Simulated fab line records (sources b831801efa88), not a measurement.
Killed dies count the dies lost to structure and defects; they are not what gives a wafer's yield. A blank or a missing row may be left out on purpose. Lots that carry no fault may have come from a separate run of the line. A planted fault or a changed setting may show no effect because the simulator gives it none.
fab line records    flow sky130
record: lots: 14  wafers: 42  last-day: 50
route steps=708 shown FIELD_ISO@15 NWELL@65 VT_ADJUST_LVTN@115 LI_CONTACT@375
lots untouched by any fault: they come from a run of this same line in which no faults occurred
start-h: hours from the record's first day to the start of the lot's first wafer shown    wait-h: hours since the lot's step before    " the same as in the row above    L1.1+2: one row covering several wafers at once    - value missing, or start not given    * or withheld: withheld    < > ~ a bound
route shown NAME@n: a module of which the file shows steps, and the number in the route of the first    usual: mean and standard deviation over wafers with no fault    same: alike in all rows    chamber/n: place in a boat    sites: readings site by site    _std_site: the values' standard deviation    _edge_site: mean of outer sites minus mean of inner sites    radius-mm: how far each site lies from the wafer's centre    mask NAME#n: copy n    behind: the tool/chamber that last shaped the wafer    hold: what put the lot on hold/how long, in hours/how the hold closed    device: the transistor (n, p or np) that didn't switch    end of line: the route-end tests of the same wafers    a step given without rows: its recipe and nothing more    killed: dies lost to structure and defects at the first sort, not the wafer's yield    map: per-die view of a wafer (x killed, . not killed, _ where there is no die)
set.NAME: the setting that was run; set.NAME@STEP: the one run at that earlier step    model.NAME: the simulator's own value behind a step, which no gauge read
the route's steps for a sample of lots (tables are steps, rows are wafers)
services: a tool's chamber out of use, with start hour (start-h, from the record's first day; less than 0 if before it), hours out, and reason
== steps ==
step: SKY_FIELD_ISO_ETCH_14
recipe: chemistry: N2/H2  target: BARC  ion-energy-ev: 200  source-w: 500  bias-w: 100  pressure-mtorr: 30  n2-flow-sccm: 100  h2-flow-sccm: 200  stop-on: SiO2  time-s: 45.9  target-depth-a: 600
usual: drypump-motor-current-A: 5.7/0.31  oes-product-au: 0.855/0.0043  rf-fwd-power-W: 495.6/2.3  throttle-valve-pct: 13.224/0.0084
lot.wafer  tool         chamber  start-h  wait-h  drypump-motor-current-A  oes-product-au  rf-fwd-power-W  rf-hours-counter-h  throttle-valve-pct
L215.1     rie-diel-04  3        34.48    0.1     5.6                      0.855           496.6           42                  13.237
L215.4     "            0        "        "       6.3                      0.863           494.3           67                  13.225
L215.6     "            1        "        "       5.4                      0.855           494.1           -                   13.226
L214.1     rie-diel-01  2        34.62    0.1     5.9                      0.858           497.9           98                  13.228
L214.3     "            3        "        "       5.4                      0.844           498.8           99                  13.225
L214.4     "            0        "        "       5.5                      0.856           495.2           -                   13.239
L217.1     rie-diel-02  0        43.73    0.1     6.0                      0.846           495.0           33                  13.222
L217.5     "            1        "        "       5.4                      0.857           497.3           -                   13.205
L217.6     "            2        "        "       5.2                      0.852           492.2           -                   13.215
L218.2     rie-diel-01  1        48.23    0.1     5.7                      0.859           494.3           180                 13.214
L218.3     "            3        "        "       5.4                      0.857           498.6           99                  13.231
L218.4     "            2        "        "       5.9                      0.858           495.7           -                   13.234
L221.1     rie-diel-01  2        67.92    0.1     5.9                      0.854           496.2           99                  13.236
L221.3     "            0        "        "       5.4                      0.855           497.4           63                  13.220
L221.6     "            0        "        "       5.5                      0.859           496.6           -                   13.234
L222.1     rie-diel-04  1        74.27    0.1     5.4                      0.863           493.6           114                 13.222
L222.4     "            1        "        "       5.4                      0.855           491.9           -                   13.213
L222.5     "            3        "        "       5.6                      0.846           498.1           -                   13.226
L223.3     rie-diel-04  1        78.78    0.1     5.4                      0.858           489.9           114                 13.246
L223.4     "            0        "        "       6.3                      0.852           494.6           -                   13.223
L223.5     "            3        "        "       5.7                      0.851           499.5           -                   13.216
L224.1     rie-diel-02  3        81.12    0.1     5.7                      0.862           492.9           117                 13.222
L224.4     "            2        "        "       5.2                      0.854           492.5           101                 13.227
L224.5     "            2        "        "       5.2                      0.852           492.3           -                   13.205
L226.1     rie-diel-04  3        93.02    0.1     5.7                      0.863           497.3           43                  13.231
L226.4     "            0        "        "       6.3                      0.859           496.6           68                  13.221
L226.5     "            0        "        "       6.3                      0.857           492.2           -                   13.222
L228.3     rie-diel-01  0        102.13   0.1     5.5                      0.861           495.5           64                  13.223
L228.4     "            3        "        "       5.4                      0.851           497.6           100                 13.217
L228.6     "            2        "        "       6.0                      0.856           496.6           -                   13.228
L229.1     rie-diel-02  3        110.77   0.1     5.7                      0.850           494.1           118                 13.219
L229.3     "            2        "        "       5.2                      0.854           492.8           101                 13.234
L229.5     "            3        "        "       5.6                      0.855           495.1           -                   13.216
L233.1     rie-diel-02  1        130.84   0.1     5.4                      0.852           496.8           139                 13.222
L233.4     "            0        "        "       6.0                      0.856           497.3           35                  13.207
L233.5     "            2        "        "       5.2                      0.858           493.0           -                   13.229
L236.1     rie-diel-01  1        143.73   0.1     5.8                      0.854           491.9           1                   13.213
L236.2     "            0        "        "       5.5                      0.857           496.2           65                  13.213
L236.4     "            3        "        "       5.4                      0.857           496.4           101                 13.232
L237.1     rie-diel-02  2        158.54   0.1     5.2                      0.858           492.7           102                 13.206
L237.2     "            1        "        "       5.4                      0.854           494.8           139                 13.243
L237.3     "            3        "        "       5.7                      0.847           495.5           119                 13.221
step: SKY_NWELL_IMPLANT_12
recipe: species: P  energy-kev: 120  dose-cm2: 1.3e+12  tilt-deg: withheld
usual: dose-ions-cm2: 1.3e+12/1.4e+09
lot.wafer  tool          chamber  start-h  wait-h  dose-ions-cm2
L215.1     implanter-01  0        90.23    0.1     1.3006e+12
L215.4     "             0        "        "       1.3004e+12
L215.6     "             0        "        "       1.3006e+12
L214.1     implanter-03  0        90.34    0.1     1.2993e+12
L214.3     "             0        "        "       1.2988e+12
L214.4     "             0        "        "       1.3017e+12
L217.1     implanter-01  0        101.55   0.1     1.3021e+12
L217.5     "             0        "        "       1.3005e+12
L217.6     "             0        "        "       1.2998e+12
L218.2     implanter-03  0        105.22   0.1     1.301e+12
L218.3     "             0        "        "       1.2991e+12
L218.4     "             0        "        "       1.2994e+12
L221.1     implanter-02  0        128.80   0.1     1.2998e+12
L221.3     "             0        "        "       1.3004e+12
L221.6     "             0        "        "       1.2986e+12
L222.1     implanter-02  0        133.73   0.1     1.3e+12
L222.4     "             0        "        "       1.3001e+12
L222.5     "             0        "        "       1.298e+12
L223.3     implanter-03  0        139.14   0.1     1.3018e+12
L223.4     "             0        "        "       1.3023e+12
L223.5     "             0        "        "       1.3011e+12
L224.1     implanter-02  0        142.35   0.1     1.2506e+12
L224.4     "             0        "        "       1.2504e+12
L224.5     "             0        "        "       1.2505e+12
L226.1     implanter-02  0        157.58   0.1     1.2527e+12
L226.4     "             0        "        "       1.2531e+12
L226.5     "             0        "        "       1.2529e+12
L228.3     implanter-01  0        167.28   0.1     1.3008e+12
L228.4     "             0        "        "       1.2998e+12
L228.6     "             0        "        "       1.3007e+12
L229.1     implanter-01  0        179.65   0.1     1.2983e+12
L229.3     "             0        "        "       1.2995e+12
L229.5     "             0        "        "       1.301e+12
L233.1     implanter-03  0        202.44   0.1     1.2989e+12
L233.4     "             0        "        "       1.2988e+12
L233.5     "             0        "        "       1.302e+12
L236.1     implanter-03  0        212.94   0.1     1.3003e+12
L236.2     "             0        "        "       1.298e+12
L236.4     "             0        "        "       1.3007e+12
L237.1     implanter-03  0        232.05   0.1     1.3e+12
L237.2     "             0        "        "       1.3016e+12
L237.3     "             0        "        "       1.3004e+12
step: SKY_VT_ADJUST_LVTN_OVL_MEAS_18
usual: VT_ADJUST_LVTN_01_OVL: 1.0/1.2
lot.wafer  tool        chamber  start-h  wait-h  VT_ADJUST_LVTN_01_OVL[nm]
L215.1     overlay-02  -        164.85   0.1     2.4
L215.4     "           -        "        "       2.3
L215.6     "           -        "        "       2.4
L214.1     overlay-02  -        165.00   0.1     1.1
L214.3     "           -        "        "       -0.7
L214.4     "           -        "        "       0.2
L217.1     overlay-01  -        179.70   0.1     0.4
L217.5     "           -        "        "       -0.2
L217.6     "           -        "        "       0.7
L218.2     overlay-01  -        182.50   0.1     1.1
L218.3     "           -        "        "       0.9
L218.4     "           -        "        "       1.4
L221.1     overlay-02  -        209.55   0.1     1.9
L221.3     "           -        "        "       0.3
L221.6     "           -        "        "       -0.8
L222.1     overlay-02  -        215.35   0.1     1.6
L222.4     "           -        "        "       2.0
L222.5     "           -        "        "       0.0
L223.3     overlay-02  -        222.36   0.1     2.7
L223.4     "           -        "        "       1.1
L223.5     "           -        "        "       2.7
L224.1     overlay-01  -        225.45   0.1     3.6
L224.4     "           -        "        "       0.4
L224.5     "           -        "        "       1.2
L226.1     overlay-01  -        243.65   0.1     0.1
L226.4     "           -        "        "       -0.9
L226.5     "           -        "        "       -2.3
L228.3     overlay-01  -        255.06   0.1     -0.6
L228.4     "           -        "        "       -0.9
L228.6     "           -        "        "       0.0
L229.1     overlay-02  -        269.75   0.1     2.6
L229.3     "           -        "        "       2.5
L229.5     "           -        "        "       1.0
L233.1     overlay-01  -        296.00   0.1     0.7
L233.4     "           -        "        "       -0.7
L233.5     "           -        "        "       1.0
L236.1     overlay-01  -        311.05   0.1     3.5
L236.2     "           -        "        "       3.1
L236.4     "           -        "        "       1.7
L237.1     overlay-02  -        332.50   0.1     2.5
L237.2     "           -        "        "       -0.5
L237.3     "           -        "        "       0.5
step: SKY_LI_CONTACT_OVL_MEAS_13
usual: LI_CONTACT_OVL: 2/5.8
lot.wafer  tool        chamber  start-h  wait-h  LI_CONTACT_OVL[nm]
L214.1     overlay-02  -        673.28   0.1     5
L214.3     "           -        "        "       2
L214.4     "           -        "        "       -1
L215.1     overlay-02  -        677.28   0.1     0
L215.4     "           -        "        "       4
L215.6     "           -        "        "       9
L217.1     overlay-02  -        701.13   0.1     -7
L217.5     "           -        "        "       1
L217.6     "           -        "        "       -9
L218.2     overlay-02  -        701.49   0.1     3
L218.3     "           -        "        "       6
L218.4     "           -        "        "       9
L221.1     overlay-02  -        736.03   0.1     4
L221.3     "           -        "        "       10
L221.6     "           -        "        "       10
L222.1     overlay-01  -        744.77   0.1     2
L222.4     "           -        "        "       -7
L222.5     "           -        "        "       2
L224.1     overlay-01  -        756.47   0.1     5
L224.4     "           -        "        "       3
L224.5     "           -        "        "       6
L223.3     overlay-02  -        756.48   0.1     -1
L223.4     "           -        "        "       0
L223.5     "           -        "        "       -3
L226.1     overlay-02  -        771.77   0.1     1
L226.4     "           -        "        "       11
L226.5     "           -        "        "       9
L228.3     overlay-02  -        789.39   0.1     5
L228.4     "           -        "        "       11
L228.6     "           -        "        "       4
L229.1     overlay-01  -        807.77   0.1     7
L229.3     "           -        "        "       2
L229.5     "           -        "        "       -2
L233.1     overlay-01  -        831.12   0.1     -3
L233.4     "           -        "        "       -3
L233.5     "           -        "        "       -3
L236.1     overlay-02  -        843.82   0.1     -8
L236.2     "           -        "        "       -3
L236.4     "           -        "        "       -4
L237.1     overlay-02  -        864.32   0.1     3
L237.2     "           -        "        "       4
L237.3     "           -        "        "       -1
== services ==
tool          chamber  start-h  hours  kind
implanter-01  -        10.59    2.0    repair
rie-diel-01   1        15.02    22.9   repair
implanter-03  -        23.05    4.4    repair
rie-diel-01   -        23.56    0.7    repair
implanter-03  -        27.45    9.4    pm
rie-diel-01   0        37.39    16.4   repair
implanter-02  -        40.52    3.5    repair
rie-diel-01   1        53.83    -      clean
rie-diel-01   1        53.83    19.7   scheduled-down
rie-diel-01   1        53.83    19.7   vent-cycle
rie-diel-04   0        73.19    4.5    repair
rie-diel-04   2        74.52    13.5   repair
implanter-02  -        81.49    2.6    repair
rie-diel-04   -        110.12   1.1    repair
implanter-03  -        120.96   1.1    repair
implanter-01  -        128.02   3.6    repair
rie-diel-04   2        162.08   7.8    repair
rie-diel-02   2        174.38   5.4    repair
implanter-03  -        176.61   5.1    repair
implanter-03  -        177.82   2.4    repair
rie-diel-04   -        181.03   2.8    pm
implanter-02  -        189.89   3.6    repair
rie-diel-01   3        223.41   8.0    repair
implanter-02  -        229.61   4.1    repair
== key ==
first-sign: step: SKY_NWELL_IMPLANT_12  reading: dose-ions-cm2  direction: down  sigmas: 36  usual: *  struck: *
effect none on later readings
met-at SKY_NWELL_IMPLANT_12
struck-lots L224,L226
sort-left-out L226.1,L226.4,L226.5
tester-left-out L224,L226
not-acting-at SKY_FIELD_ISO_ETCH_14,SKY_VT_ADJUST_LVTN_OVL_MEAS_18,SKY_LI_CONTACT_OVL_MEAS_13
onset-between 133.73 142.35
fault: kind: process-parameter-drift  tool: implanter-02  chamber: -  onset-h: 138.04  steps: SKY_NWELL_IMPLANT_12  channel: dose-cm2  offset: *  shape: step  end-h: 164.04  acts-in: *  stated: *
tester-left-out: of these lots the tester's yield and bins aren't shown, on N5 and GAA mostly nor the transistor test; their killed dies are dies lost to structure and defects alone, not to doping, threshold or leakage, so they don't give the yield
sort-left-out: the simulated sort isn't trusted on such a fault, so these wafers' sort isn't shown, and their yield isn't known
